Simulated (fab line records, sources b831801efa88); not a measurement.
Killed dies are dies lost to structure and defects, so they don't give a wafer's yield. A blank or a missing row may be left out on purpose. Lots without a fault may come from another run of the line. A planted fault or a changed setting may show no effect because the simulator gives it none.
Chamber matching | flow sky130 | SKY_VIA2_ETCH_14 on rie_diel-01: 4 sister chambers
The step etches BARC in N2/H2, stops on SiO2, time 45.9 s, target depth 60 nm. 4 wafers are shown with their chamber, then 9 later ones without.

WAFERS WITH THEIR CHAMBER
wafer  | chamber | drypump_motor_current_A (A)
L085.6 | 3       | 5.3
L086.1 | 0       | 5.5
L086.2 | 1       | 5.7
L086.3 | 2       | 5.9

WAFERS WITHOUT THEIR CHAMBER
wafer  | drypump_motor_current_A (A)
L088.1 | 5.7
L088.2 | 5.3
L088.4 | 5.9
L091.1 | 5.7
L091.3 | 5.8
L091.5 | 5.5
L096.1 | 5.7
L096.3 | 5.8
L096.5 | 5.7

WHICH CHAMBER EACH WENT THROUGH
wafer  | from the rows above     | in truth
L088.1 | 1                       | 1
L088.2 | 3                       | 3
L088.4 | 2                       | 2
L091.1 | 1                       | 1
L091.3 | can't be placed: 1 or 2 | 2
L091.5 | 0                       | 0
L096.1 | 1                       | 1
L096.3 | can't be placed: 1 or 2 | 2
L096.5 | 1                       | 1
Placed correctly: 7 of 9. Can't be placed from these rows: 2 (the true chamber is among the candidates in 2). Placed wrongly: 0.
How it was worked out, from the rows above alone: a wafer's distance from a chamber is the root of the sum, over the readings, of the square of ((its reading less the chamber's mean) divided by the reading's scatter). The wafer belongs to the nearest chamber; if the next one is less than 2 further off, it can't be placed. A chamber's mean is the mean of its shown wafers. The scatter: with one shown wafer a chamber, the root of the mean of the squares of how far each hidden wafer lies from its nearest shown one.
